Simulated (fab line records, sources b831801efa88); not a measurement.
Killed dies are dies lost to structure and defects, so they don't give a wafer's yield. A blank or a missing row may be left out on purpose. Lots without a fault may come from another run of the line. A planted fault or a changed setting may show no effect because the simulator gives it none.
A struck lot beside a sound one | flow sky130 | 18 steps out of a route of 708
Sound: wafers L169.1, L169.2, L169.5. Struck: wafers L179.3, L179.4, L179.5. The cause comes at the end.
At each step with rows: each side's tool, then ch and its chambers, then its first start. Under that, the readings that differ: sound wafers | struck wafers | difference of the means | sigmas: that difference in standard deviations of wafers without a fault.
alike: readings whose means differ by less than 2 such deviations, and words and numbers that are the same on both sides. not compared: withheld readings, readings that some wafer has no value for, bounds like >300 that may hide the same value, and numbers for which the record gives no deviation and whose values overlap.
The two part at a step that has a row with sigmas, a row that says differs or no value, or rows on one side only. Numbers that don't overlap but have no deviation are shown without sigmas and don't part them. A reading that every wafer of one side lacks parts them only if that side has two wafers or more.

SKY_POLY_GATE_ETCH_15: etches BARC in N2/H2, stops on SiO2, time 118.5 s, target depth 110 nm.
  sound on rie_diel-02 ch 2,3, day 20 03:23; struck on rie_diel-02 ch 0,3, day 23 11:32
  alike: drypump_motor_current_A, oes_product_au, throttle_valve_pct
  not compared: rf_hours_counter_h
SKY_POLY_GATE_ETCH_16: etches Si3N4 in CH3F/O2, stops on poly-Si, time 147.5 s, target depth 75 nm.
  sound on rie_diel-02 ch 2,3, day 20 03:28; struck on rie_diel-02 ch 0,3, day 23 11:37
  alike: drypump_motor_current_A, oes_product_au, throttle_valve_pct
  not compared: rf_hours_counter_h
SKY_POLY_GATE_ETCH_17: etches poly-Si in HBr/Cl2, stops on SiO2, target depth 180 nm, time 70.5 s.
  sound on rie_si-02 ch 1,2, day 20 03:34; struck on rie_si-02 ch 0,2, day 23 11:43
  alike: drypump_motor_current_A, he_backside_leak_sccm, oes_product_au, throttle_valve_pct
  not compared: rf_hours_counter_h
SKY_POLY_GATE_STRIP_18: strips in O2/N2.
  sound on plasma_asher-02 ch 0,1, day 20 03:37; struck on plasma_asher-04 ch 0,1, day 23 11:49
  alike: drypump_motor_current_A, oes_product_au, strip_time_to_endpoint_s
  not compared: rf_hours_counter_h
then, 2 steps without rows for these wafers: SKY_POLY_GATE_CLEAN_19 (cleans in SC1/SC2, time 150 s); SKY_POLY_GATE_OXIDATION_20 (stabilise 600 s, purge 300 s, target thk 4 nm).
SKY_POLY_GATE_THK_MEAS_21:
  sound on film_metro-04, day 20 05:01; struck on film_metro-03, day 23 13:25
  alike: POLY_GATE_OXIDATION_THK
SKY_POLY_GATE_CD_MEAS_22:
  sound on cd_sem-02, day 20 05:05; struck on cd_sem-02, day 23 13:30
  alike: cd_nm
then, 4 steps without rows for these wafers: SKY_LDD_N_DEHYDRATE_00 (time 60 s); SKY_LDD_N_HMDS_01 (prime time 60 s); SKY_LDD_N_COAT_02 (resist thk 300 nm); SKY_LDD_N_SOFTBAKE_03 (time 60 s).
SKY_LDD_N_EXPOSE_04: exposes mask NTM, target cd 840 nm.
  sound on iline_stepper-02 ch 0, day 20 20:20; struck on iline_stepper-02 ch 0, day 24 05:07
  reading                       | sound                   | struck               | difference | sigmas
  model.LDD_N.overlay_x_nm (nm) | -0.1593 -0.1593 -0.1593 | -59.15 -59.15 -59.15 | -58.99     |
  alike: mask, reticle_temp_C
then, 2 steps without rows for these wafers: SKY_LDD_N_PEB_05; SKY_LDD_N_DEVELOP_06 (develop time 60 s).
SKY_LDD_N_OVL_MEAS_07:
  sound on overlay-02, day 21 11:44; struck on overlay-01, day 24 20:23
  reading        | sound         | struck            | difference | sigmas
  LDD_N_OVL (nm) | 1.8 -1.6 -1.3 | -58.0 -60.6 -57.1 | -58.2      | -42
then, 1 step without rows for these wafers: SKY_LDD_N_IMPLANT_08.
-- the record jumps here: 25 days lie between the struck wafers' starts before and after (it left off in module LDD_N and takes up again in module PAD_OPEN, whose first step shown is number 708 of the route) --
SKY_PAD_OPEN_PROBE_99:
  sound on prober-02, day 48 08:02; struck on prober-02, day 50 07:38
  reading             | sound    | struck | difference | sigmas
  killed_at_front_end | 19 16 23 | 8 6 13 | -10        | -3
  alike: killed_at_M0_to_M3, killed_at_M4_up, killed_at_contacts, killed_at_other, killed_dies, killed_open, killed_short

WHERE THEY PART
First at SKY_LDD_N_OVL_MEAS_07; last, within this record, at SKY_PAD_OPEN_PROBE_99.

WHY: what the simulator had put in
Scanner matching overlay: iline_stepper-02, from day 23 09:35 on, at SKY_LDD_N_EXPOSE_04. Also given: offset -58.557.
